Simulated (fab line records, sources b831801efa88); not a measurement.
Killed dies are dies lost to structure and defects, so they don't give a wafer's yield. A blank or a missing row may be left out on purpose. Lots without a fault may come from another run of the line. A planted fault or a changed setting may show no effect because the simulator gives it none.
Chamber matching | flow gf180mcu | GF_V5_CMP_04 on cmp-01: 4 sister chambers
The step polishes SiO2. 4 wafers are shown with their chamber, then 8 later ones without.

WAFERS WITH THEIR CHAMBER
wafer  | chamber | motor_current_A (A)
L228.2 | 2       | 12.7
L228.3 | 0       | 9.9
L228.4 | 3       | 12.3
L229.2 | 1       | 11.6

WAFERS WITHOUT THEIR CHAMBER
wafer  | motor_current_A (A)
L229.3 | 9.5
L229.4 | 11.8
L232.1 | 11.4
L232.3 | 11.5
L232.5 | 11.4
L233.1 | 13.0
L233.2 | 9.7
L233.5 | 9.4

WHICH CHAMBER EACH WENT THROUGH
wafer  | from the rows above     | in truth
L229.3 | 0                       | 0
L229.4 | can't be placed: 1 or 3 | 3
L232.1 | 1                       | 1
L232.3 | 1                       | 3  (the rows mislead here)
L232.5 | 1                       | 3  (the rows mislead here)
L233.1 | can't be placed: 2 or 3 | 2
L233.2 | 0                       | 0
L233.5 | 0                       | 0
Placed correctly: 4 of 8. Can't be placed from these rows: 2 (the true chamber is among the candidates in 2). Placed wrongly: 2.
How it was worked out, from the rows above alone: a wafer's distance from a chamber is the root of the sum, over the readings, of the square of ((its reading less the chamber's mean) divided by the reading's scatter). The wafer belongs to the nearest chamber; if the next one is less than 2 further off, it can't be placed. A chamber's mean is the mean of its shown wafers. The scatter: with one shown wafer a chamber, the root of the mean of the squares of how far each hidden wafer lies from its nearest shown one.
